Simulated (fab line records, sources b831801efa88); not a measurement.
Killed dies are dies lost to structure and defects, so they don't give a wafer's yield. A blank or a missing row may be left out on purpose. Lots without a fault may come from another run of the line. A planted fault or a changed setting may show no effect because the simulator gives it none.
Which tool did it? | flow sky130 | 13 lots, 39 wafers sampled, at 4 steps of a route of 708

WHAT THE GAUGES READ, wafer by wafer
SKY_LDD_P_TW_MEAS_11.
lot  | measured     | on            | LDD_P_TW
L548 | day 18 08:55 | film_metro-03 | 639 637 634
L549 | day 18 23:50 | film_metro-02 | 637 638 638
L551 | day 19 20:38 | film_metro-02 | 635 639 633
L553 | day 21 06:59 | film_metro-02 | 641 641 639
L554 | day 21 16:25 | film_metro-01 | 632 631 629
L555 | day 21 20:25 | film_metro-02 | 638 640 641
L556 | day 22 12:34 | film_metro-02 | 643 635 632
L558 | day 22 18:17 | film_metro-03 | 633 634 631
L561 | day 23 19:02 | film_metro-03 | 639 636 634
L562 | day 24 01:44 | film_metro-01 | 30 30 30
L568 | day 26 22:56 | film_metro-01 | 631 625 627
L570 | day 27 16:29 | film_metro-02 | 640 635 637
L571 | day 27 23:22 | film_metro-01 | 630 629 630

SKY_LDD_HVN_OVL_MEAS_07.
lot  | measured     | on         | LDD_HVN_OVL (nm)
L548 | day 19 15:46 | overlay-02 | -0.7 1.5 1.1
L549 | day 20 06:35 | overlay-01 | -4.6 -2.6 -4.6
L551 | day 21 03:07 | overlay-02 | -1.7 -1.6 -0.2
L553 | day 22 12:42 | overlay-02 | -0.8 0.3 0.7
L554 | day 22 22:16 | overlay-01 | 1.2 -0.1 0.7
L555 | day 23 02:25 | overlay-01 | -1.5 -0.5 -1.5
L556 | day 23 17:43 | overlay-01 | -2.1 -2.0 -2.3
L558 | day 24 00:28 | overlay-01 | -2.1 -2.1 -0.1
L561 | day 25 00:00 | overlay-01 | -4.0 -4.7 -4.2
L562 | day 25 06:59 | overlay-02 | 4.4 4.7 3.8
L568 | day 28 03:16 | overlay-02 | -0.7 -2.2 -1.6
L570 | day 28 20:04 | overlay-02 | -2.1 -4.3 -2.4
L571 | day 29 02:04 | overlay-01 | -3.1 -2.4 -2.3

WHICH TOOL RAN EACH LOT (tool, then ch and the chambers of the sampled wafers, then the start)
lot  | SKY_LDD_N_STRIP_16                   | SKY_LDD_P_STRIP_10
L548 | plasma_asher-02 ch 0,1, day 17 03:01 | plasma_asher-02 ch 0,1, day 18 08:49
L549 | plasma_asher-03 ch 0,1, day 17 17:08 | plasma_asher-02 ch 0,1, day 18 23:45
L551 | plasma_asher-04 ch 0,1, day 18 13:34 | plasma_asher-03 ch 0,1, day 19 20:32
L553 | plasma_asher-03 ch 0,1, day 20 00:02 | plasma_asher-02 ch 0,1, day 21 06:54
L554 | plasma_asher-02 ch 0,1, day 20 10:18 | plasma_asher-02 ch 0,1, day 21 16:19
L555 | plasma_asher-02 ch 0,1, day 20 13:57 | plasma_asher-02 ch 0,1, day 21 20:19
L556 | plasma_asher-02 ch 0,1, day 21 05:18 | plasma_asher-02 ch 0,1, day 22 12:28
L558 | plasma_asher-04 ch 0,1, day 21 11:46 | plasma_asher-02 ch 0,1, day 22 18:12
L561 | plasma_asher-02 ch 0,1, day 22 12:59 | plasma_asher-03 ch 0,1, day 23 18:57
L562 | plasma_asher-02 ch 0,1, day 22 19:34 | plasma_asher-03 ch 0,1, day 24 01:38
L568 | plasma_asher-04 ch 0,1, day 25 16:59 | plasma_asher-03 ch 0,1, day 26 22:51
L570 | plasma_asher-04 ch 0,1, day 26 11:34 | plasma_asher-01 ch 0, day 27 16:22
L571 | plasma_asher-02 ch 0,1, day 26 19:10 | plasma_asher-01 ch 0,1, day 27 23:16
- SKY_LDD_N_STRIP_16: strips in O2/N2.
- SKY_LDD_P_STRIP_10: strips in O2/N2.

WHAT THE TOOLS THEMSELVES READ (means of the sampled wafers that have a number; where no wafer has one, the mark that the record gives instead)
SKY_LDD_N_STRIP_16.
lot  | tool            | chamber_pressure_mTorr (mTorr) | drypump_motor_current_A (A) | oes_product_au (a.u.) | strip_time_to_endpoint_s (s)
L548 | plasma_asher-02 | 1498.5                         | 5.93                        | 0.411                 | 4.304
L549 | plasma_asher-03 | 1499.7                         | 6.08                        | 0.409                 | 4.300
L551 | plasma_asher-04 | 1500.6                         | 5.68                        | 0.408                 | 4.314
L553 | plasma_asher-03 | 1499.2                         | 5.73                        | 0.406                 | 4.322
L554 | plasma_asher-02 | 1499.2                         | 5.92                        | 0.410                 | 4.316
L555 | plasma_asher-02 | 1500.1                         | 6.05                        | 0.408                 | 4.336
L556 | plasma_asher-02 | 1499.5                         | 6.03                        | 0.404                 | 4.306
L558 | plasma_asher-04 | 1499.0                         | 5.69                        | 0.411                 | 4.299
L561 | plasma_asher-02 | 1498.9                         | 5.94                        | 0.410                 | 4.299
L562 | plasma_asher-02 | 1516.6                         | 5.92                        | 0.593                 | -
L568 | plasma_asher-04 | 1499.6                         | 5.81                        | 0.412                 | 4.315
L570 | plasma_asher-04 | 1499.0                         | 5.82                        | 0.408                 | 4.313
L571 | plasma_asher-02 | 1500.1                         | 5.93                        | 0.406                 | 4.322

SKY_LDD_P_STRIP_10.
lot  | tool            | chamber_pressure_mTorr (mTorr) | drypump_motor_current_A (A) | oes_product_au (a.u.) | strip_time_to_endpoint_s (s)
L548 | plasma_asher-02 | 1500.0                         | 6.0                         | 0.716                 | 14.21
L549 | plasma_asher-02 | 1499.9                         | 6.1                         | 0.715                 | 14.15
L551 | plasma_asher-03 | 1500.9                         | 6.1                         | 0.712                 | 14.18
L553 | plasma_asher-02 | 1500.1                         | 6.0                         | 0.717                 | 14.18
L554 | plasma_asher-02 | 1500.2                         | 6.0                         | 0.717                 | 14.18
L555 | plasma_asher-02 | 1499.8                         | 6.0                         | 0.716                 | 14.18
L556 | plasma_asher-02 | 1499.9                         | 5.9                         | 0.715                 | 14.14
L558 | plasma_asher-02 | 1499.4                         | 6.0                         | 0.716                 | 14.22
L561 | plasma_asher-03 | 1498.2                         | 6.1                         | 0.718                 | 14.17
L562 | plasma_asher-03 | 1500.0                         | 6.1                         | 0.715                 | 17.83
L568 | plasma_asher-03 | 1500.3                         | 6.1                         | 0.714                 | 14.19
L570 | plasma_asher-01 | 1498.7                         | 5.1                         | 0.717                 | 14.16
L571 | plasma_asher-01 | 1499.5                         | 5.1                         | 0.716                 | 14.15

THE ANSWER, worked out from the rows above alone
Rule: what is usual is taken from the lots themselves. Put in order of their means at a reading, lots are off if they are a third of the lots or fewer, leave a main group of 4 or more, and stand apart from it by a gap of 3 or more times the standard deviation of the main group's means; of several such gaps the widest counts. A main group whose means are all the same, to the digits that the tables above print for the reading, isn't used. A lot without any number at a reading at which 4 lots or more have one is off too. The other lots that the step has rows for count as sound. The gauges are gone through in route order, then the tools' own readings, and for those a lot's mean is taken as printed above. The first step at which some lot is off is used, and at that step the reading that is off furthest; a lot without a number counts as furthest.
Off: L562, at SKY_LDD_P_TW_MEAS_11 (LDD_P_TW). The main group: mean 635, standard deviation 3.8.
A tool fits if, at a process step before that reading, it ran every lot that is off, and no sound lot after the first of them. The gauges at SKY_LDD_P_TW_MEAS_11 aren't tried: what is off there is off at SKY_LDD_N_STRIP_16 too, on other tools, and a gauge's error can't cause that. None of those tried fits.

WHAT THE SIMULATOR HAD PUT IN
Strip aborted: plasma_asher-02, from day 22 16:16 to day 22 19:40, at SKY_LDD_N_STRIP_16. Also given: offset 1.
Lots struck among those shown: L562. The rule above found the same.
